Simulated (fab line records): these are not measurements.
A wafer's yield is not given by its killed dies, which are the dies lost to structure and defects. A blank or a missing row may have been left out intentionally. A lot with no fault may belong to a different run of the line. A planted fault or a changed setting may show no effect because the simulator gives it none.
Code-filled problem report in 8D (eight disciplines) form | flow gf180mcu | the parts of the form that need people (team, actions taken, sign-off) are left out

## 1. WHAT WENT WRONG
Mean CONTACT_CVD_02_THK at GF_CONTACT_THK_MEAS_03: 324 nm over 6 wafers in 2 lots; fault-free wafers: 858 nm, standard deviation 14. That is -38 standard deviations from the usual mean.
First seen on wafer L191.1, day 21 04:39, on film metro-01. At this step, 39 wafers from 13 lots have a number in the record. By rule, "out" or "out of limits" means more than 4 standard deviations away from the usual mean. Any other wafer with a number is counted as sound.

## 2. WHAT THIS IS AND IS NOT
question                    | is                           | is not
which readings at this step | CONTACT_CVD_02_THK           | -
which lots                  | L191, L193                   | L176, L177, L178, L179, L180, L182, L185, L186, L194, L198, L199
which wafers of those lots  | all that have a number       | -
read on which gauges        | film metro-01, film metro-04 | film metro-03
when                        | from day 21 04:39            | up to then (24 sound wafers); but 9 sound wafers of L194, L198, L199 came after

## 3. SUSPECTS, AND WHAT RULES EACH OUT
Counting: any tool at a process step up to the reading is kept as a suspect provided that every lot that is out went through it and no sound lot did after the first of them.
- the gauge at GF_CONTACT_THK_MEAS_03 is ruled out. Those wafers that are out were read across 2 gauges (film metro-01, film metro-04).
- pecvd-02 at GF_CONTACT_CVD_02 (deposits SiO2 from TEOS, target thk 860 nm, time 95.992 s): kept. Every lot that is out went through it, starting with L191 (day 21 04:35), and after that it ran no sound lot; the last sound lot it ran before then is L186 (day 19 02:06).
After counting, what remains is pecvd-02 at GF_CONTACT_CVD_02.

## 4. THE CAUSE (what the simulator had put in)
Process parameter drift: pecvd-02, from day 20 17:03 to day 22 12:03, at GF_CONTACT_CVD_02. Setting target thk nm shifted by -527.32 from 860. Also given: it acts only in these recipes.
After counting, this tool was the only one left.

## 5. THE CHAIN OF EFFECTS, in route order
Each row: a reading whose mean over the struck wafers that have a number lies more than 3 standard deviations from the usual. Only readings for which the record gives a usual standard deviation are gone through. hours: the time from each lot's start at the first step in this table that gives one to its start at this step, as a median over the lots. sigmas: the change in usual standard deviations.
hours | step                   | reading            | usual      | on struck wafers | change | sigmas
0     | GF_CONTACT_THK_MEAS_03 | CONTACT_CVD_02_THK | 858 nm     | 324              | -534   | -38
-     | GF_CONTACT_ETCH_17     | oes product au     | 0.814 a.u. | 0.695            | -0.119 | -25
The process steps in it:
- GF_CONTACT_ETCH_17: etches SiO2 in C4F8/O2/Ar, stops on CoSi2, target depth 860 nm.
Later steps that measure or inspect, where all struck wafers having a row at the step show a number for every such reading and not one has moved that far: GF_V2_THK_MEAS_01, GF_V2_BOW_MEAS_05.

## 6. HOW IT WOULD HAVE BEEN CAUGHT EARLIER
The first out-of-limits reading at a measuring or inspecting step in this record came at day 21 04:39, 12 hours after the fault's start at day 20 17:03.
Tool readings at GF_CONTACT_CVD_02 with a usual standard deviation given in the record: none out on any struck wafer, hence no alarm at a limit of 4 standard deviations on them.
Lots out: 2; of these, L193 started GF_CONTACT_CVD_02 on pecvd-02 after day 21 04:39. A hold on the tool at that time would have spared it.
